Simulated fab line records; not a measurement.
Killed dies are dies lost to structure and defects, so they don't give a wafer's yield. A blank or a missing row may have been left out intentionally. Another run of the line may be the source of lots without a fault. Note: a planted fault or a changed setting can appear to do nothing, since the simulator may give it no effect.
Matching of chambers    flow sfq_line    SFQ_TRILAYER_I4_CMP_CMP_100 on cmp-02 has 4 sister chambers
The step polishes SiO2. 4 wafers are shown with their chamber, then 7 later ones without.

== WAFERS WITH THEIR CHAMBER ==
wafer   chamber  motor_current_A (A)
L734.3  2        8.8
L734.5  0        10.5
L747.2  3        10.6
L747.1  1        10.9

== WAFERS WITHOUT THEIR CHAMBER ==
wafer   motor_current_A (A)
L747.6  9.4
L751.1  10.0
L751.5  10.6
L751.6  10.4
L752.4  10.8
L752.1  10.0
L752.5  10.4

== EACH ONE'S CHAMBER ==
wafer   from the rows above                in truth
L747.6  can't be placed: 2 or 0 or 3       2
L751.1  can't be placed: 0 or 3 or 1 or 2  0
L751.5  can't be placed: 3 or 0 or 1       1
L751.6  can't be placed: 0 or 3 or 1       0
L752.4  can't be placed: 1 or 3 or 0       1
L752.1  can't be placed: 0 or 3 or 1 or 2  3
L752.5  can't be placed: 0 or 3 or 1       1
Placed correctly: 0 of 7. These rows do not allow placing 7 (true chamber among the candidates in 7). Number placed wrongly: 0.
How it was worked out, from the rows above alone: a wafer's distance from a chamber is the root of the sum, over the readings, of the square of ((its reading less the chamber's mean) divided by the reading's scatter). The wafer belongs to the nearest chamber; if the next one is less than 2 further off, it can't be placed. For every chamber, the mean is computed from those of its wafers that are shown. The scatter: with one shown wafer a chamber, the root of the mean of the squares of how far each hidden wafer lies from its nearest shown one.
